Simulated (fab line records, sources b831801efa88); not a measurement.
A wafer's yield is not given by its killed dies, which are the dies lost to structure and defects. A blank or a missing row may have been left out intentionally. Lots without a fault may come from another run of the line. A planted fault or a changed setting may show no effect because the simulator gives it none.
Which of the tools did it? || flow sfq_line || 14 lots, 42 wafers sampled, at 5 steps of a route of 325

## WHAT EACH GAUGE READ, for each wafer
SFQ_I0_OVL_MEAS_908.
{"lot": "L766", "measured": "day 10 07:25", "on": "overlay-02", "I0_OVL (nm)": "-1 2 0"}
{"lot": "L767", "measured": "day 10 11:01", "on": "overlay-01", "I0_OVL (nm)": "-2 -2 -1"}
{"lot": "L769", "measured": "day 10 19:25", "on": "overlay-02", "I0_OVL (nm)": "0 2 0"}
{"lot": "L771", "measured": "day 11 16:55", "on": "overlay-01", "I0_OVL (nm)": "-10 6 0"}
{"lot": "L773", "measured": "day 12 10:52", "on": "overlay-02", "I0_OVL (nm)": "9 9 11"}
{"lot": "L774", "measured": "day 12 15:41", "on": "overlay-02", "I0_OVL (nm)": "7 4 1"}
{"lot": "L775", "measured": "day 13 03:14", "on": "overlay-02", "I0_OVL (nm)": "-5 -5 -4"}
{"lot": "L776", "measured": "day 13 08:01", "on": "overlay-01", "I0_OVL (nm)": "-4 -6 -10"}
{"lot": "L784", "measured": "day 15 15:13", "on": "overlay-01", "I0_OVL (nm)": "1 -6 1"}
{"lot": "L785", "measured": "day 15 22:25", "on": "overlay-01", "I0_OVL (nm)": "5 1 2"}
{"lot": "L786", "measured": "day 16 09:13", "on": "overlay-02", "I0_OVL (nm)": "3 2 0"}
{"lot": "L787", "measured": "day 16 22:51", "on": "overlay-02", "I0_OVL (nm)": "-1 -7 -8"}
{"lot": "L788", "measured": "day 17 00:02", "on": "overlay-02", "I0_OVL (nm)": "8 6 9"}
{"lot": "L789", "measured": "day 17 04:50", "on": "overlay-01", "I0_OVL (nm)": "-12 -9 -13"}

## TOOL THAT RAN EACH LOT (tool first, then ch and the chambers of the sampled wafers, then the start)
{"lot": "L766", "SFQ_TRILAYER_L0_VIA_BARC_OPEN_VIA_ETCH_021": "rie_diel-01 ch 1,2,3, day 5 04:40", "SFQ_TRILAYER_M0_BARC_OPEN_METAL_ETCH_031": "rie_metal-04 ch 0,1, day 7 20:47", "SFQ_TRILAYER_I0_CMP_CMP_028": "cmp-01 ch 0,1,2, day 8 06:43", "SFQ_TRILAYER_I0_METRO_MEASURE_029": "film_metro-01, day 8 09:50"}
{"lot": "L767", "SFQ_TRILAYER_L0_VIA_BARC_OPEN_VIA_ETCH_021": "rie_diel-03 ch 0,3, day 5 09:28", "SFQ_TRILAYER_M0_BARC_OPEN_METAL_ETCH_031": "rie_metal-04 ch 0,1, day 8 01:35", "SFQ_TRILAYER_I0_CMP_CMP_028": "cmp-01 ch 0,1,3, day 8 10:43", "SFQ_TRILAYER_I0_METRO_MEASURE_029": "film_metro-01, day 8 12:50"}
{"lot": "L769", "SFQ_TRILAYER_L0_VIA_BARC_OPEN_VIA_ETCH_021": "rie_diel-01 ch 0,2,3, day 5 19:08", "SFQ_TRILAYER_M0_BARC_OPEN_METAL_ETCH_031": "rie_metal-02 ch 0,1, day 8 11:11", "SFQ_TRILAYER_I0_CMP_CMP_028": "cmp-02 ch 1,2, day 8 16:07", "SFQ_TRILAYER_I0_METRO_MEASURE_029": "film_metro-01, day 8 19:14"}
{"lot": "L771", "SFQ_TRILAYER_L0_VIA_BARC_OPEN_VIA_ETCH_021": "rie_diel-01 ch 0,1, day 6 13:49", "SFQ_TRILAYER_M0_BARC_OPEN_METAL_ETCH_031": "rie_metal-04 ch 0,1, day 9 04:00", "SFQ_TRILAYER_I0_CMP_CMP_028": "cmp-01 ch 0,1,2, day 9 09:05", "SFQ_TRILAYER_I0_METRO_MEASURE_029": "film_metro-02, day 9 12:36"}
{"lot": "L773", "SFQ_TRILAYER_L0_VIA_BARC_OPEN_VIA_ETCH_021": "rie_diel-01 ch 2,3, day 7 00:37", "SFQ_TRILAYER_M0_BARC_OPEN_METAL_ETCH_031": "rie_metal-04 ch 0,1, day 9 18:23", "SFQ_TRILAYER_I0_CMP_CMP_028": "cmp-01 ch 0,1, day 10 00:05", "SFQ_TRILAYER_I0_METRO_MEASURE_029": "film_metro-03, day 10 03:12"}
{"lot": "L774", "SFQ_TRILAYER_L0_VIA_BARC_OPEN_VIA_ETCH_021": "rie_diel-03 ch 0,1,3, day 7 04:13", "SFQ_TRILAYER_M0_BARC_OPEN_METAL_ETCH_031": "rie_metal-02 ch 0,1, day 9 20:48", "SFQ_TRILAYER_I0_CMP_CMP_028": "cmp-02 ch 1,2,3, day 10 04:47", "SFQ_TRILAYER_I0_METRO_MEASURE_029": "film_metro-03, day 10 07:48"}
{"lot": "L775", "SFQ_TRILAYER_L0_VIA_BARC_OPEN_VIA_ETCH_021": "rie_diel-03 ch 0,2,3, day 7 11:25", "SFQ_TRILAYER_M0_BARC_OPEN_METAL_ETCH_031": "rie_metal-03 ch 0,1, day 10 05:12", "SFQ_TRILAYER_I0_CMP_CMP_028": "cmp-01 ch 2,3, day 10 15:05", "SFQ_TRILAYER_I0_METRO_MEASURE_029": "film_metro-03, day 10 18:48"}
{"lot": "L776", "SFQ_TRILAYER_L0_VIA_BARC_OPEN_VIA_ETCH_021": "rie_diel-04 ch 0,2,3, day 7 13:49", "SFQ_TRILAYER_M0_BARC_OPEN_METAL_ETCH_031": "rie_metal-03 ch 0,1, day 10 08:47", "SFQ_TRILAYER_I0_CMP_CMP_028": "cmp-02 ch 0,1,2, day 10 19:25", "SFQ_TRILAYER_I0_METRO_MEASURE_029": "film_metro-03, day 10 22:02"}
{"lot": "L784", "SFQ_TRILAYER_L0_VIA_BARC_OPEN_VIA_ETCH_021": "rie_diel-03 ch 1,3, day 9 19:26", "SFQ_TRILAYER_M0_BARC_OPEN_METAL_ETCH_031": "rie_metal-02 ch 1, day 12 19:29", "SFQ_TRILAYER_I0_CMP_CMP_028": "cmp-01 ch 2,3, day 12 22:55", "SFQ_TRILAYER_I0_METRO_MEASURE_029": "film_metro-01, day 13 02:02"}
{"lot": "L785", "SFQ_TRILAYER_L0_VIA_BARC_OPEN_VIA_ETCH_021": "rie_diel-03 ch 1,2,3, day 9 23:02", "SFQ_TRILAYER_M0_BARC_OPEN_METAL_ETCH_031": "rie_metal-02 ch 0, day 13 00:17", "SFQ_TRILAYER_I0_CMP_CMP_028": "cmp-02 ch 1,3, day 13 05:59", "SFQ_TRILAYER_I0_METRO_MEASURE_029": "film_metro-01, day 13 09:18"}
{"lot": "L786", "SFQ_TRILAYER_L0_VIA_BARC_OPEN_VIA_ETCH_021": "rie_diel-01 ch 0,1, day 10 06:14", "SFQ_TRILAYER_M0_BARC_OPEN_METAL_ETCH_031": "rie_metal-03 ch 0,1, day 13 11:05", "SFQ_TRILAYER_I0_CMP_CMP_028": "cmp-02 ch 0,1,3, day 13 18:29", "SFQ_TRILAYER_I0_METRO_MEASURE_029": "film_metro-03, day 13 21:18"}
{"lot": "L787", "SFQ_TRILAYER_L0_VIA_BARC_OPEN_VIA_ETCH_021": "rie_diel-03 ch 1,3, day 10 13:26", "SFQ_TRILAYER_M0_BARC_OPEN_METAL_ETCH_031": "rie_metal-02 ch 0,1, day 13 20:41", "SFQ_TRILAYER_I0_CMP_CMP_028": "cmp-02 ch 0,1,3, day 14 00:29", "SFQ_TRILAYER_I0_METRO_MEASURE_029": "film_metro-02, day 14 03:06"}
{"lot": "L788", "SFQ_TRILAYER_L0_VIA_BARC_OPEN_VIA_ETCH_021": "rie_diel-04 ch 0,3, day 10 15:50", "SFQ_TRILAYER_M0_BARC_OPEN_METAL_ETCH_031": "rie_metal-04 ch 0,1, day 14 00:17", "SFQ_TRILAYER_I0_CMP_CMP_028": "cmp-01 ch 0,1,2, day 14 05:28", "SFQ_TRILAYER_I0_METRO_MEASURE_029": "film_metro-01, day 14 07:47"}
{"lot": "L789", "SFQ_TRILAYER_L0_VIA_BARC_OPEN_VIA_ETCH_021": "rie_diel-03 ch 1,2,3, day 11 00:20", "SFQ_TRILAYER_M0_BARC_OPEN_METAL_ETCH_031": "rie_metal-04 ch 0,1, day 14 05:05", "SFQ_TRILAYER_I0_CMP_CMP_028": "cmp-02 ch 0,2,3, day 14 09:59", "SFQ_TRILAYER_I0_METRO_MEASURE_029": "film_metro-01, day 14 12:06"}
- SFQ_TRILAYER_L0_VIA_BARC_OPEN_VIA_ETCH_021: etches BARC in O2, target depth 125 nm, time 41.7 s.
- SFQ_TRILAYER_M0_BARC_OPEN_METAL_ETCH_031: etches BARC in O2, target depth 125 nm, time 41.7 s.
- SFQ_TRILAYER_I0_CMP_CMP_028: polishes SiO2.
- SFQ_TRILAYER_I0_METRO_MEASURE_029

## AS READ BY THE TOOLS THEMSELVES (means over the sampled wafers that have a number; for cases with no such wafer, the mark the record gives instead)
SFQ_TRILAYER_L0_VIA_BARC_OPEN_VIA_ETCH_021.
{"lot": "L766", "tool": "rie_diel-01", "drypump_motor_current_A (A)": 5.9, "oes_product_au (a.u.)": 0.682}
{"lot": "L767", "tool": "rie_diel-03", "drypump_motor_current_A (A)": 5.1, "oes_product_au (a.u.)": 0.681}
{"lot": "L769", "tool": "rie_diel-01", "drypump_motor_current_A (A)": 5.9, "oes_product_au (a.u.)": 0.685}
{"lot": "L771", "tool": "rie_diel-01", "drypump_motor_current_A (A)": 5.7, "oes_product_au (a.u.)": 0.688}
{"lot": "L773", "tool": "rie_diel-01", "drypump_motor_current_A (A)": 6.1, "oes_product_au (a.u.)": 0.686}
{"lot": "L774", "tool": "rie_diel-03", "drypump_motor_current_A (A)": 5.4, "oes_product_au (a.u.)": 0.689}
{"lot": "L775", "tool": "rie_diel-03", "drypump_motor_current_A (A)": 5.5, "oes_product_au (a.u.)": 0.688}
{"lot": "L776", "tool": "rie_diel-04", "drypump_motor_current_A (A)": 5.7, "oes_product_au (a.u.)": 0.685}
{"lot": "L784", "tool": "rie_diel-03", "drypump_motor_current_A (A)": 5.6, "oes_product_au (a.u.)": 0.686}
{"lot": "L785", "tool": "rie_diel-03", "drypump_motor_current_A (A)": 5.7, "oes_product_au (a.u.)": 0.688}
{"lot": "L786", "tool": "rie_diel-01", "drypump_motor_current_A (A)": 5.7, "oes_product_au (a.u.)": 0.682}
{"lot": "L787", "tool": "rie_diel-03", "drypump_motor_current_A (A)": 5.6, "oes_product_au (a.u.)": 0.682}
{"lot": "L788", "tool": "rie_diel-04", "drypump_motor_current_A (A)": 5.4, "oes_product_au (a.u.)": 0.684}
{"lot": "L789", "tool": "rie_diel-03", "drypump_motor_current_A (A)": 5.7, "oes_product_au (a.u.)": 0.682}

SFQ_TRILAYER_M0_BARC_OPEN_METAL_ETCH_031.
{"lot": "L766", "tool": "rie_metal-04", "drypump_motor_current_A (A)": 4.9, "oes_product_au (a.u.)": 0.684}
{"lot": "L767", "tool": "rie_metal-04", "drypump_motor_current_A (A)": 5.0, "oes_product_au (a.u.)": 0.689}
{"lot": "L769", "tool": "rie_metal-02", "drypump_motor_current_A (A)": 5.9, "oes_product_au (a.u.)": 0.688}
{"lot": "L771", "tool": "rie_metal-04", "drypump_motor_current_A (A)": 4.9, "oes_product_au (a.u.)": 0.680}
{"lot": "L773", "tool": "rie_metal-04", "drypump_motor_current_A (A)": 5.0, "oes_product_au (a.u.)": 0.685}
{"lot": "L774", "tool": "rie_metal-02", "drypump_motor_current_A (A)": 5.8, "oes_product_au (a.u.)": 0.686}
{"lot": "L775", "tool": "rie_metal-03", "drypump_motor_current_A (A)": 5.3, "oes_product_au (a.u.)": 0.686}
{"lot": "L776", "tool": "rie_metal-03", "drypump_motor_current_A (A)": 5.4, "oes_product_au (a.u.)": 0.688}
{"lot": "L784", "tool": "rie_metal-02", "drypump_motor_current_A (A)": 5.9, "oes_product_au (a.u.)": 0.685}
{"lot": "L785", "tool": "rie_metal-02", "drypump_motor_current_A (A)": 5.7, "oes_product_au (a.u.)": 0.683}
{"lot": "L786", "tool": "rie_metal-03", "drypump_motor_current_A (A)": 5.3, "oes_product_au (a.u.)": 0.680}
{"lot": "L787", "tool": "rie_metal-02", "drypump_motor_current_A (A)": 5.8, "oes_product_au (a.u.)": 0.683}
{"lot": "L788", "tool": "rie_metal-04", "drypump_motor_current_A (A)": 5.0, "oes_product_au (a.u.)": 0.684}
{"lot": "L789", "tool": "rie_metal-04", "drypump_motor_current_A (A)": 4.9, "oes_product_au (a.u.)": 0.679}

SFQ_TRILAYER_I0_CMP_CMP_028.
{"lot": "L766", "tool": "cmp-01", "edge_zone_pressure_frac": 0.999, "motor_current_A (A)": 10.2, "retaining_ring_pressure_frac": 1.001, "time_to_endpoint_s (s)": 208}
{"lot": "L767", "tool": "cmp-01", "edge_zone_pressure_frac": 1.002, "motor_current_A (A)": 10.2, "retaining_ring_pressure_frac": 1.006, "time_to_endpoint_s (s)": 213}
{"lot": "L769", "tool": "cmp-02", "edge_zone_pressure_frac": 0.999, "motor_current_A (A)": 9.5, "retaining_ring_pressure_frac": 1.000, "time_to_endpoint_s (s)": 214}
{"lot": "L771", "tool": "cmp-01", "edge_zone_pressure_frac": 1.000, "motor_current_A (A)": 10.1, "retaining_ring_pressure_frac": 1.001, "time_to_endpoint_s (s)": 217}
{"lot": "L773", "tool": "cmp-01", "edge_zone_pressure_frac": 1.002, "motor_current_A (A)": 10.5, "retaining_ring_pressure_frac": 1.002, "time_to_endpoint_s (s)": 170}
{"lot": "L774", "tool": "cmp-02", "edge_zone_pressure_frac": 1.000, "motor_current_A (A)": 9.9, "retaining_ring_pressure_frac": 0.998, "time_to_endpoint_s (s)": 219}
{"lot": "L775", "tool": "cmp-01", "edge_zone_pressure_frac": 0.998, "motor_current_A (A)": 10.9, "retaining_ring_pressure_frac": 1.002, "time_to_endpoint_s (s)": 192}
{"lot": "L776", "tool": "cmp-02", "edge_zone_pressure_frac": 1.004, "motor_current_A (A)": 9.4, "retaining_ring_pressure_frac": 1.002, "time_to_endpoint_s (s)": 213}
{"lot": "L784", "tool": "cmp-01", "edge_zone_pressure_frac": 1.001, "motor_current_A (A)": 10.9, "retaining_ring_pressure_frac": 1.004, "time_to_endpoint_s (s)": 220}
{"lot": "L785", "tool": "cmp-02", "edge_zone_pressure_frac": 0.998, "motor_current_A (A)": 10.2, "retaining_ring_pressure_frac": 1.001, "time_to_endpoint_s (s)": 220}
{"lot": "L786", "tool": "cmp-02", "edge_zone_pressure_frac": 0.999, "motor_current_A (A)": 10.2, "retaining_ring_pressure_frac": 0.998, "time_to_endpoint_s (s)": 211}
{"lot": "L787", "tool": "cmp-02", "edge_zone_pressure_frac": 1.002, "motor_current_A (A)": 9.4, "retaining_ring_pressure_frac": 0.996, "time_to_endpoint_s (s)": 220}
{"lot": "L788", "tool": "cmp-01", "edge_zone_pressure_frac": 1.000, "motor_current_A (A)": 10.5, "retaining_ring_pressure_frac": 1.000, "time_to_endpoint_s (s)": 217}
{"lot": "L789", "tool": "cmp-02", "edge_zone_pressure_frac": 1.001, "motor_current_A (A)": 9.4, "retaining_ring_pressure_frac": 0.999, "time_to_endpoint_s (s)": 213}

SFQ_TRILAYER_I0_METRO_MEASURE_029.
{"lot": "L766", "tool": "film_metro-01", "thk_nm (nm)": 199.1}
{"lot": "L767", "tool": "film_metro-01", "thk_nm (nm)": 200.3}
{"lot": "L769", "tool": "film_metro-01", "thk_nm (nm)": 200.8}
{"lot": "L771", "tool": "film_metro-02", "thk_nm (nm)": 200.3}
{"lot": "L773", "tool": "film_metro-03", "thk_nm (nm)": 249.0}
{"lot": "L774", "tool": "film_metro-03", "thk_nm (nm)": 200.1}
{"lot": "L775", "tool": "film_metro-03", "thk_nm (nm)": 250.3}
{"lot": "L776", "tool": "film_metro-03", "thk_nm (nm)": 200.3}
{"lot": "L784", "tool": "film_metro-01", "thk_nm (nm)": 200.6}
{"lot": "L785", "tool": "film_metro-01", "thk_nm (nm)": 201.9}
{"lot": "L786", "tool": "film_metro-03", "thk_nm (nm)": 200.5}
{"lot": "L787", "tool": "film_metro-02", "thk_nm (nm)": 199.9}
{"lot": "L788", "tool": "film_metro-01", "thk_nm (nm)": 200.4}
{"lot": "L789", "tool": "film_metro-01", "thk_nm (nm)": 199.3}

## THE ANSWER, worked out from the rows above alone
Rule: the usual values come from the lots themselves. The widest of any qualifying gaps counts: lots, ordered by their means at a reading, are off when they make up no more than a third of the lots, leave a main group of 4 or more, and stand apart from it by 3 or more times the standard deviation of that group's means. A main group whose means are all the same, to the digits that the tables above print for the reading, isn't used. A lot without any number at a reading at which 4 lots or more have one is off too. The other lots that the step has rows for count as sound. Order of review: gauges by route order, followed by the tools' own readings, for which a lot's mean as printed above is used. The first step at which some lot is off is used, and at that step the reading that is off furthest; a lot without a number counts as furthest.
Off: L773, L775 (SFQ_TRILAYER_I0_CMP_CMP_028, time_to_endpoint_s). The main group: mean 215 s, standard deviation 3.8.
A tool fits if, at that step or a process step before it, it ran every lot that is off, and no sound lot after the first of them. Of those tried, none fits.

## WHAT THE SIMULATOR PUT IN
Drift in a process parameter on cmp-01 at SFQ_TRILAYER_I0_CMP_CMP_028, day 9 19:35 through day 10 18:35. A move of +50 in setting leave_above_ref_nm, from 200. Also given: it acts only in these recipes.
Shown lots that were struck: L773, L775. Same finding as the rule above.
